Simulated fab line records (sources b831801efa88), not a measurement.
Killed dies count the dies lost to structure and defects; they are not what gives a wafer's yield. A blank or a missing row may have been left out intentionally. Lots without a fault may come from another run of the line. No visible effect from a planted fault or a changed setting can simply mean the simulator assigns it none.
Chamber matching -- flow sky130 -- 4 sister chambers for SKY_VIA2_CMP_02 on cmp-01
The step polishes SiO2. 16 wafers are shown with their chamber, then 8 later ones without.

== EACH WAFER AND ITS CHAMBER ==
wafer,chamber,motor-current-A (A),head-pressure-psi (psi)
L075.1,2,11.8,3.995
L075.5,0,13.8,4.000
L075.6,1,14.0,4.000
L074.1,2,11.9,4.001
L074.5,0,12.6,4.001
L074.6,3,12.4,4.002
L076.3,1,14.2,3.979
L076.4,2,13.1,3.997
L076.5,1,14.4,4.000
L080.3,2,12.0,3.986
L080.4,1,13.8,3.994
L080.5,2,12.8,4.003
L085.3,2,12.7,4.002
L085.5,2,12.2,4.001
L085.6,1,13.7,4.004
L095.1,2,12.9,3.991

SIGNATURES, as means of the wafers listed above
reading,chamber 0,chamber 1,chamber 2,chamber 3,scatter within a chamber
motor-current-A,13.200,14.020,12.425,12.400,0.487
head-pressure-psi,4.00050,3.99540,3.99700,4.00200,0.00731
Rule: a wafer lies at a distance from a chamber equal to the root of the sum of squares, over the readings, of (its reading less the chamber's mean, divided by the reading's scatter). If the next closest chamber is less than 2 further off than the closest, the wafer can't be placed; otherwise it belongs to the closest. How the scatter is found: for the shown wafers, subtract from each reading the mean of its chamber, square and add these, divide the total by (wafers less chambers), then take the root.

== WAFERS WITH NO CHAMBER GIVEN ==
wafer,motor-current-A (A),head-pressure-psi (psi)
L095.2,13.0,4.004
L095.3,13.1,4.007
L096.1,13.9,3.989
L096.2,13.0,4.017
L096.5,14.7,4.001
L097.1,12.8,4.005
L097.5,14.7,3.997
L097.6,11.8,4.007

== EACH ONE'S CHAMBER ==
wafer,from the rows above,in truth
L095.2,can't be placed: 0 or 3 or 2 or 1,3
L095.3,can't be placed: 0 or 3 or 2 or 1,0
L096.1,can't be placed: 1 or 0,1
L096.2,can't be placed: 0 or 3 or 2 or 1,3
L096.5,can't be placed: 1 or 0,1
L097.1,can't be placed: 3 or 0 or 2 or 1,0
L097.5,can't be placed: 1 or 0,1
L097.6,can't be placed: 3 or 2 or 0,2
Correctly placed: 0 of 8. Not placeable from these rows: 8 (in 8, the candidates include the true chamber). Wrongly placed: 0.
